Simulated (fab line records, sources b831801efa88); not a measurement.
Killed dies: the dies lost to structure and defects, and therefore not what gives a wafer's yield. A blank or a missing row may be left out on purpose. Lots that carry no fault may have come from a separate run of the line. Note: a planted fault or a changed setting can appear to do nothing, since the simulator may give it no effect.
Check of tool commonality | flow gf180mcu | 14 lots and 42 wafers in the sample

WHAT PROMPTED THE OPENING
2 of 14 lots carry a flag on the reading SAB_CVD_00_THK at GF_SAB_THK_MEAS_01. No-fault wafers: 49.9 nm, standard deviation 0.7.
Rule: flag the lot when none of its wafers has a number, or when each of its wafers that has one lies beyond 4 standard deviations from that mean. All remaining lots are regarded as sound.

lot  | measured     | on           | SAB_CVD_00_THK (nm), wafer by wafer | flag
L855 | day 14 06:31 | filmMetro-02 | 48.9 49.9 50.2                      | 
L856 | day 15 04:42 | filmMetro-01 | 49.2 50.1 49.8                      | 
L857 | day 15 08:22 | filmMetro-02 | 48.7 49.2 50.3                      | 
L860 | day 16 03:44 | filmMetro-01 | 49.4 49.9 50.5                      | 
L863 | day 16 19:53 | filmMetro-01 | 95.9 97.1 97.0                      | FLAGGED
L862 | day 16 22:31 | filmMetro-04 | 96.0 97.3 96.6                      | FLAGGED
L868 | day 18 14:17 | filmMetro-04 | 50.2 51.3 51.1                      | 
L869 | day 19 01:10 | filmMetro-04 | 49.7 50.5 50.7                      | 
L871 | day 19 17:33 | filmMetro-01 | 48.5 48.5 49.5                      | 
L873 | day 20 14:55 | filmMetro-04 | 49.0 50.2 50.0                      | 
L874 | day 21 00:17 | filmMetro-04 | 49.3 49.2 50.2                      | 
L876 | day 21 19:02 | filmMetro-01 | 50.1 50.3 50.4                      | 
L877 | day 21 20:26 | filmMetro-04 | 48.2 48.8 49.4                      | 
L878 | day 22 03:35 | filmMetro-04 | 49.7 50.3 50.4                      | 
The mean of the flagged lots' numbers is 96.7 nm, +46.8 nm from the usual (+67 standard deviations).

TOOL THAT RAN EACH LOT
The record keeps 1 process step preceding the reading, out of 602 steps on the route. Read each cell as the tool, then ch plus the chambers that the sampled wafers visited, then the start.
lot  | flag    | GF_SAB_CVD_00
L855 |         | pecvd-01 ch 1,2, day 14 06:30
L856 |         | pecvd-03 ch 1,2, day 15 04:41
L857 |         | pecvd-03 ch 0,1,2, day 15 08:21
L860 |         | pecvd-01 ch 0,1,2, day 16 03:43
L863 | FLAGGED | pecvd-01 ch 1,2, day 16 19:51
L862 | FLAGGED | pecvd-01 ch 0,1, day 16 22:29
L868 |         | pecvd-03 ch 0,2, day 18 14:17
L869 |         | pecvd-03 ch 0,1, day 19 01:08
L871 |         | pecvd-04 ch 0,1, day 19 17:31
L873 |         | pecvd-04 ch 1,2, day 20 14:53
L874 |         | pecvd-01 ch 1,2, day 21 00:16
L876 |         | pecvd-03 ch 0,2, day 21 19:01
L877 |         | pecvd-04 ch 0,1,2, day 21 20:25
L878 |         | pecvd-03 ch 1,2, day 22 03:34
What is done by these steps:
- GF_SAB_CVD_00: deposits SiO2 from TEOS, target thk 50 nm, time 4.9302 s.
- GF_SAB_THK_MEAS_01

FLAGGED OVER TOTAL, TOOL BY TOOL (the gauges that took the reading come last)
step               | tool         | lots run | flagged | share of the flagged lots | sound lots run after its first flagged lot
GF_SAB_CVD_00      | pecvd-01     | 5        | 2       | all                       | 1 (L874)
GF_SAB_CVD_00      | pecvd-03     | 6        | 0       | none                      | -
GF_SAB_CVD_00      | pecvd-04     | 3        | 0       | none                      | -
GF_SAB_THK_MEAS_01 | filmMetro-01 | 5        | 1       | some                      | 2 (L871,L876)
GF_SAB_THK_MEAS_01 | filmMetro-02 | 2        | 0       | none                      | -
GF_SAB_THK_MEAS_01 | filmMetro-04 | 7        | 1       | some                      | 6 (L868,L869,L873,L874,L877,L878)

WHAT THE TABLE PERMITS
1 row of the table ran every flagged lot: pecvd-01 at GF_SAB_CVD_00.
- pecvd-01 at GF_SAB_CVD_00 ran 5 lots, 2 of them flagged. After the first flagged lot (L874), sound lots still ran on it; a lasting fault on the whole tool would not permit that.
No row of the table ran every flagged lot and no sound lot after the first.

WHAT HAD BEEN PUT IN BY THE SIMULATOR
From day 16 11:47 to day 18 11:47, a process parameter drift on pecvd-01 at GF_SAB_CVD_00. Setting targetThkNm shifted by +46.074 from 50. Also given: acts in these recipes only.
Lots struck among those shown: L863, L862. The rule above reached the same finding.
